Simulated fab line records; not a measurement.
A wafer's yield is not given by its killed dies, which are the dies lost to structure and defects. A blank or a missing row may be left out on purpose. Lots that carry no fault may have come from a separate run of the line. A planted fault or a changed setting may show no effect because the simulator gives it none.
Which of the tools did it? | flow sky130 | 11 lots, 33 wafers sampled, at 5 steps of a route of 708

## WHAT THE GAUGES READ, wafer by wafer
No reading from a measuring or inspecting step in the record can be judged against a usual standard deviation.

## WHICH TOOL RAN EACH LOT (tool, then ch and the chambers of the sampled wafers, then the start)
lot  | SKY_VIA1_CMP_24               | SKY_METAL2_DESCUM_17              | SKY_METAL2_METAL_ETCH_19          | SKY_VIA2_ETCH_15                   | SKY_PAD_OPEN_PROBE_99
L740 | cmp-01 ch 0,1,2, day 34 19:26 | rie_metal-01 ch 0,1, day 35 22:35 | rie_metal-01 ch 0,1, day 35 22:40 | rie_diel-04 ch 0,3, day 37 01:26   | prober-02, day 46 10:44
L743 | cmp-02 ch 1,3, day 35 21:53   | rie_metal-02 ch 0,1, day 36 23:47 | rie_metal-02 ch 0,1, day 36 23:54 | rie_diel-04 ch 0,2,3, day 38 03:16 | prober-02, day 47 07:21
L745 | cmp-01 ch 0,2,3, day 36 07:08 | rie_metal-02 ch 0,1, day 37 10:02 | rie_metal-02 ch 0,1, day 37 10:09 | rie_diel-04 ch 1,2,3, day 38 13:28 | prober-01, day 47 13:28
L746 | cmp-02 ch 0,1,3, day 36 19:23 | rie_metal-02 ch 0, day 37 20:59   | rie_metal-02 ch 0, day 37 21:10   | rie_diel-04 ch 0,2,3, day 38 23:53 | prober-02, day 47 19:12
L753 | cmp-01 ch 0,1,3, day 38 20:07 | rie_metal-02 ch 0,1, day 39 22:20 | rie_metal-02 ch 0,1, day 39 22:26 | rie_diel-03 ch 0,3, day 41 00:10   | prober-02, day 49 10:17
L751 | cmp-02 ch 0,2,3, day 39 03:25 | rie_metal-02 ch 0,1, day 40 04:35 | rie_metal-02 ch 0,1, day 40 04:40 | rie_diel-03 ch 0,2, day 41 05:32   | prober-02, day 49 15:56
L755 | cmp-02 ch 1,2, day 39 05:29   | rie_metal-03 ch 0,1, day 40 07:02 | rie_metal-03 ch 0,1, day 40 07:07 | rie_diel-03 ch 0,1,2, day 41 08:25 | prober-01, day 49 17:36
L756 | cmp-01 ch 0,1,3, day 39 09:47 | rie_metal-02 ch 0,1, day 40 11:14 | rie_metal-02 ch 0,1, day 40 11:21 | rie_diel-03 ch 1,2, day 41 13:04   | prober-02, day 49 20:15
L757 | cmp-01 ch 0,1,2, day 39 20:42 | rie_metal-03 ch 0, day 40 21:17   | rie_metal-03 ch 0, day 40 21:22   | rie_diel-03 ch 2,3, day 41 21:59   | prober-01, day 50 03:33
L759 | cmp-01 ch 0,1,3, day 40 08:54 | rie_metal-01 ch 0,1, day 41 08:56 | rie_metal-01 ch 0,1, day 41 09:04 | rie_diel-01 ch 0,1, day 42 09:41   | prober-01, day 50 12:07
L761 | cmp-01 ch 1,2,3, day 40 21:43 | rie_metal-01 ch 0,1, day 41 21:35 | rie_metal-01 ch 0,1, day 41 21:41 | rie_diel-04 ch 0,3, day 42 22:07   | prober-01, day 50 18:11
- SKY_VIA1_CMP_24: polishes, stops on SiO2, t overpolish 15 s, target thk 0 nm.
- SKY_METAL2_DESCUM_17: chemistry O2, time 8 s.
- SKY_METAL2_METAL_ETCH_19: etches the open film in Cl2/BCl3, stops on SiO2, target depth 360 nm, time 78 s.
- SKY_VIA2_ETCH_15: etches SiO2 in C4F8/O2/Ar, stops on TiN, target depth 546 nm, time 84 s.
- SKY_PAD_OPEN_PROBE_99

## WHAT THE TOOLS THEMSELVES READ (means of the sampled wafers that have a number; where no wafer has one, the mark that the record gives instead)
SKY_VIA1_CMP_24. Usual: edge_zone_pressure_frac 1.000, standard deviation 0.0051; motor_current_A 10.9 A, standard deviation 1.6; overpolish_run_s 15.001 s, standard deviation 0.0088; slurry_filter_dp_kPa 13.49 kPa, standard deviation 0.14; time_to_endpoint_s 64.3 s, standard deviation 2.9.
lot  | tool   | edge_zone_pressure_frac | motor_current_A (A) | overpolish_run_s (s) | slurry_filter_dp_kPa (kPa) | time_to_endpoint_s (s) | flag
L740 | cmp-01 | 1.002                   | 10.7                | 15.008               | 13.52                      | 64.2                   |
L743 | cmp-02 | 1.000                   | 12.3                | 15.003               | 13.46                      | 63.7                   |
L745 | cmp-01 | 0.996                   | 9.8                 | 15.001               | 13.57                      | 65.0                   |
L746 | cmp-02 | 1.003                   | 11.5                | 14.992               | 13.55                      | 62.3                   |
L753 | cmp-01 | 1.003                   | 9.8                 | 15.005               | 13.44                      | 62.2                   |
L751 | cmp-02 | 1.004                   | 12.0                | 14.996               | 13.48                      | 64.9                   |
L755 | cmp-02 | 0.999                   | 12.2                | 15.002               | 13.46                      | 64.2                   |
L756 | cmp-01 | 0.996                   | 9.6                 | 14.999               | 13.54                      | 67.9                   |
L757 | cmp-01 | 1.005                   | 11.1                | 15.000               | 13.49                      | 68.7                   |
L759 | cmp-01 | 1.000                   | 9.8                 | 15.009               | 13.46                      | 65.2                   |
L761 | cmp-01 | 1.004                   | 10.9                | 15.008               | 13.44                      | 63.4                   |

SKY_METAL2_DESCUM_17. Usual: drypump_motor_current_A 6.0 A, standard deviation 0.36; oes_product_au 1.001 a.u., standard deviation 0.006; temp_c 40.01 C, standard deviation 0.12.
lot  | tool         | drypump_motor_current_A (A) | oes_product_au (a.u.) | temp_c (C) | flag
L740 | rie_metal-01 | 5.9                         | 1.001                 | 39.96      |
L743 | rie_metal-02 | 5.7                         | 0.994                 | 40.05      |
L745 | rie_metal-02 | 5.7                         | 1.004                 | 39.98      |
L746 | rie_metal-02 | 5.6                         | 1.004                 | 40.05      |
L753 | rie_metal-02 | 5.9                         | 1.004                 | 40.00      |
L751 | rie_metal-02 | 5.7                         | 0.996                 | 40.06      |
L755 | rie_metal-03 | 6.3                         | 1.010                 | 40.15      |
L756 | rie_metal-02 | 5.7                         | 1.003                 | 40.05      |
L757 | rie_metal-03 | 5.6                         | 0.996                 | 39.95      |
L759 | rie_metal-01 | 6.0                         | 1.002                 | 40.03      |
L761 | rie_metal-01 | 6.1                         | 1.000                 | 40.06      |

SKY_METAL2_METAL_ETCH_19. Usual: bias_w 48.47 W, standard deviation 0.14; drypump_motor_current_A 6.0 A, standard deviation 0.36; oes_product_au 0.855 a.u., standard deviation 0.0058; throttle_valve_pct 22.265 %, standard deviation 0.0094.
lot  | tool         | bias_w (W) | drypump_motor_current_A (A) | oes_product_au (a.u.) | throttle_valve_pct (%) | flag
L740 | rie_metal-01 | 48.57      | 6.0                         | 0.852                 | 22.263                 |
L743 | rie_metal-02 | 48.43      | 5.8                         | 0.852                 | 22.268                 |
L745 | rie_metal-02 | 48.53      | 5.7                         | 0.848                 | 22.266                 |
L746 | rie_metal-02 | 48.41      | 5.6                         | 0.855                 | 22.275                 |
L753 | rie_metal-02 | 48.43      | 5.9                         | 0.853                 | 22.268                 |
L751 | rie_metal-02 | 48.60      | 5.7                         | 0.854                 | 22.268                 |
L755 | rie_metal-03 | 48.40      | 6.3                         | 0.856                 | 22.257                 |
L756 | rie_metal-02 | 48.51      | 5.7                         | 0.855                 | 22.260                 |
L757 | rie_metal-03 | 48.33      | 5.7                         | 0.856                 | 22.268                 |
L759 | rie_metal-01 | 48.44      | 5.9                         | 0.858                 | 22.260                 |
L761 | rie_metal-01 | 48.42      | 6.1                         | 0.861                 | 22.264                 |

SKY_VIA2_ETCH_15. Usual: bias_w 1200 W, standard deviation 3.3; oes_product_au 0.939 a.u., standard deviation 0.0048.
lot  | tool        | bias_w (W) | oes_product_au (a.u.) | flag
L740 | rie_diel-04 | 1204       | 0.942                 |
L743 | rie_diel-04 | 1240       | 0.941                 | OFF
L745 | rie_diel-04 | 1241       | 0.941                 | OFF
L746 | rie_diel-04 | 1244       | 0.937                 | OFF
L753 | rie_diel-03 | 1201       | 0.937                 |
L751 | rie_diel-03 | 1198       | 0.945                 |
L755 | rie_diel-03 | 1199       | 0.933                 |
L756 | rie_diel-03 | 1201       | 0.938                 |
L757 | rie_diel-03 | 1202       | 0.941                 |
L759 | rie_diel-01 | 1204       | 0.940                 |
L761 | rie_diel-04 | 1198       | 0.939                 |

SKY_PAD_OPEN_PROBE_99. Usual: defect_limited_yield 82.4 %, standard deviation 2.2; killed_at_M0_to_M3 44, standard deviation 7.7; killed_at_M4_up 3.2, standard deviation 1.7; killed_at_contacts 24, standard deviation 5.3; killed_at_front_end 15, standard deviation 4.3; killed_at_other 0.3, standard deviation 0.57; killed_dies 87, standard deviation 11; killed_on_rim 17, standard deviation 3.8; killed_open 47, standard deviation 7.4; killed_short 40, standard deviation 6.5; sort_bin_3_pad_short 0.8 %, standard deviation 0.4; sort_bin_5_function 10.5 %, standard deviation 1.6; sort_bin_6_memory 6.3 %, standard deviation 1.2; sort_n_pass 405, standard deviation 11; sort_yield_pct 82.4 %, standard deviation 2.2.
lot  | tool      | defect_limited_yield (%) | killed_at_M0_to_M3 | killed_at_M4_up | killed_at_contacts | killed_at_front_end | killed_at_other | killed_dies | killed_on_rim | killed_open | killed_short | sort_bin_3_pad_short (%) | sort_bin_5_function (%) | sort_bin_6_memory (%) | sort_n_pass | sort_yield_pct (%) | flag
L740 | prober-02 | 83.0                     | 43                 | 3.0             | 24                 | 13                  | 0.3             | 84          | 17            | 44          | 39           | 0.5                      | 11.1                    | 5.5                   | 408         | 83.0               |
L743 | prober-02 | 83.5                     | 37                 | 4.0             | 24                 | 16                  | 0.0             | 81          | 17            | 43          | 39           | 0.5                      | 10.3                    | 5.8                   | 411         | 83.5               |
L745 | prober-01 | 80.8                     | 46                 | 2.7             | 27                 | 18                  | 0.3             | 94          | 19            | 52          | 43           | 0.9                      | 11.4                    | 6.8                   | 398         | 80.8               |
L746 | prober-02 | 83.7                     | 42                 | 2.7             | 23                 | 13                  | 0.0             | 80          | 17            | 47          | 33           | 0.5                      | 9.7                     | 6.2                   | 412         | 83.7               |
L753 | prober-02 | 83.2                     | 40                 | 3.7             | 22                 | 17                  | 0.3             | 83          | 14            | 42          | 41           | 0.7                      | 10.4                    | 5.7                   | 409         | 83.2               |
L751 | prober-02 | 83.8                     | 41                 | 2.3             | 24                 | 12                  | 0.0             | 80          | 16            | 42          | 37           | 0.9                      | 10.2                    | 5.2                   | 412         | 83.8               |
L755 | prober-01 | 80.9                     | 45                 | 3.3             | 26                 | 19                  | 0.3             | 94          | 15            | 54          | 40           | 0.9                      | 11.1                    | 7.0                   | 398         | 80.9               |
L756 | prober-02 | 83.3                     | 44                 | 2.7             | 19                 | 16                  | 0.0             | 82          | 17            | 38          | 44           | 1.0                      | 9.8                     | 5.8                   | 410         | 83.3               |
L757 | prober-01 | 82.1                     | 40                 | 2.7             | 27                 | 18                  | 0.3             | 88          | 18            | 48          | 39           | 0.9                      | 9.9                     | 7.1                   | 404         | 82.1               |
L759 | prober-01 | 82.2                     | 50                 | 1.3             | 25                 | 11                  | 0.3             | 88          | 16            | 48          | 39           | 1.0                      | 9.5                     | 7.2                   | 404         | 82.2               |
L761 | prober-01 | 84.5                     | 38                 | 3.3             | 18                 | 16                  | 0.0             | 76          | 13            | 44          | 33           | 0.7                      | 10.2                    | 4.6                   | 416         | 84.5               |

## THE ANSWER, worked out from the rows above alone
Rule: a lot is off if the mean of its wafers that have a number lies more than 3 standard deviations from the usual mean. Also off: a lot with no number at a reading for which 4 or more lots have one. Where the step has rows for the other lots, those lots are counted as sound. First the gauges in route order, then the tools' own readings, where a lot's mean is used as printed above. The first step at which some lot is off is used, and at that step the reading that is off furthest; a lot without a number counts as furthest.
Off: L743, L745, L746, at SKY_VIA2_ETCH_15 (bias_w).
If a tool, at that step or one of the process steps before it, ran each lot that is off and ran no sound lot following the first of them, it fits. No candidate that was tried fits.

## WHAT WAS PUT IN BY THE SIMULATOR
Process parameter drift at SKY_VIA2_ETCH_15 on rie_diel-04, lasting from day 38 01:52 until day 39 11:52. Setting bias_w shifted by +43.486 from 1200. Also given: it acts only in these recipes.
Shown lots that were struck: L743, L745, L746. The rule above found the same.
